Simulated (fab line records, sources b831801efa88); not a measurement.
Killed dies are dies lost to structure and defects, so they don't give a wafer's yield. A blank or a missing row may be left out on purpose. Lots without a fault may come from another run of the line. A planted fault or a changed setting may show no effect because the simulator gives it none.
Tool commonality check | flow gf180mcu | 11 lots, 33 wafers sampled

WHY IT WAS OPENED
At GF_V3_RS_MEAS_24 the reading V3_W_RS is flagged on 3 of 11 lots. Wafers without a fault read 0.3267 ohm/sq, standard deviation 0.0029.
Rule: a lot is flagged when every wafer of it that has a number lies more than 4 standard deviations from that mean, or none has a number. The other lots count as sound.

lot  | measured     | on            | V3_W_RS (ohm/sq), wafer by wafer | flag
L548 | day 22 06:51 | film_metro-01 | 0.3306 0.3259 0.3252             |
L549 | day 22 19:54 | film_metro-04 | 0.3232 0.3226 0.3228             |
L552 | day 24 08:38 | film_metro-04 | 0.3298 0.3273 0.3304             |
L553 | day 24 14:05 | film_metro-01 | 0.3277 0.3287 0.3271             |
L558 | day 26 00:29 | film_metro-04 | 0.2847 0.2846 0.2811             | FLAGGED
L559 | day 26 13:16 | film_metro-01 | 0.2842 0.2832 0.2865             | FLAGGED
L561 | day 26 23:24 | film_metro-02 | 0.2800 0.2788 0.2825             | FLAGGED
L566 | day 28 12:04 | film_metro-02 | 0.3290 0.3286 0.3260             |
L568 | day 28 23:52 | film_metro-04 | 0.3242 0.3252 0.3260             |
L570 | day 29 10:21 | film_metro-04 | 0.3327 0.3305 0.3321             |
L571 | day 29 15:53 | film_metro-01 | 0.3296 0.3297 0.3254             |
The numbers of the flagged lots are 0.2828 ohm/sq on average: -0.0439 ohm/sq against the usual, or -15 standard deviations.

WHICH TOOL RAN EACH LOT
The record holds 2 process steps before the reading, out of a route of 602 steps. In each cell: the tool, then ch and the chambers that the sampled wafers went through, then the start.
lot  | flag    | GF_M3_METAL_ETCH_16               | GF_V3_CVD_23
L548 |         | rie_metal-03 ch 0,1, day 21 04:55 | cvd_w-02 ch 0,1, day 22 06:44
L549 |         | rie_metal-03 ch 0,1, day 21 17:54 | cvd_w-02 ch 0,1, day 22 19:47
L552 |         | rie_metal-01 ch 0,1, day 23 07:38 | cvd_w-01 ch 0,1, day 24 08:30
L553 |         | rie_metal-04 ch 0, day 23 13:14   | cvd_w-02 ch 0, day 24 13:53
L558 | FLAGGED | rie_metal-04 ch 0,1, day 25 01:15 | cvd_w-02 ch 0,1, day 26 00:22
L559 | FLAGGED | rie_metal-04 ch 0,1, day 25 13:32 | cvd_w-02 ch 0,1, day 26 13:10
L561 | FLAGGED | rie_metal-01 ch 1, day 26 00:26   | cvd_w-02 ch 0, day 26 23:16
L566 |         | rie_metal-03 ch 0,1, day 27 14:16 | cvd_w-01 ch 0,1, day 28 11:57
L568 |         | rie_metal-04 ch 0,1, day 28 01:17 | cvd_w-01 ch 0,1, day 28 23:45
L570 |         | rie_metal-03 ch 0,1, day 28 13:19 | cvd_w-01 ch 0,1, day 29 10:13
L571 |         | rie_metal-03 ch 0,1, day 28 18:26 | cvd_w-01 ch 0,1, day 29 15:46
What these steps do:
- GF_M3_METAL_ETCH_16: etches the open film in Cl2/BCl3, stops on SiO2, target depth 627.5 nm, time 104.6 s.
- GF_V3_CVD_23: deposits W, target thk 350 nm, time 104.9 s.
- GF_V3_RS_MEAS_24: measures by four-point-probe.

FLAGGED OVER TOTAL, TOOL BY TOOL (the gauges that took the reading come last)
step                | tool          | lots run | flagged | share of the flagged lots | sound lots run after its first flagged lot
GF_M3_METAL_ETCH_16 | rie_metal-01  | 2        | 1       | some                      | 0
GF_M3_METAL_ETCH_16 | rie_metal-03  | 5        | 0       | none                      | -
GF_M3_METAL_ETCH_16 | rie_metal-04  | 4        | 2       | some                      | 1 (L568)
GF_V3_CVD_23        | cvd_w-01      | 5        | 0       | none                      | -
GF_V3_CVD_23        | cvd_w-02      | 6        | 3       | all                       | 0
GF_V3_RS_MEAS_24    | film_metro-01 | 4        | 1       | some                      | 1 (L571)
GF_V3_RS_MEAS_24    | film_metro-02 | 2        | 1       | some                      | 1 (L566)
GF_V3_RS_MEAS_24    | film_metro-04 | 5        | 1       | some                      | 2 (L568,L570)

WHAT THE TABLE ALLOWS
1 row of the table ran every flagged lot: cvd_w-02 at GF_V3_CVD_23.
- cvd_w-02 at GF_V3_CVD_23: 3 of its 6 lots flagged. Its last sound lot is L553 (day 24 13:53), its first flagged lot L558 (day 26 00:22): a fault that began between those two fits. Its own readings lie more than 4 standard deviations out on every wafer of the flagged lots: susceptor_temp_C.
One tool is left: cvd_w-02 at GF_V3_CVD_23.

WHAT THE SIMULATOR HAD PUT IN
Process parameter drift: cvd_w-02, from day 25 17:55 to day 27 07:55, at GF_V3_CVD_23. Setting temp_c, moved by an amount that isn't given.
Lots struck among those shown: L558, L559, L561. The rule above found the same.
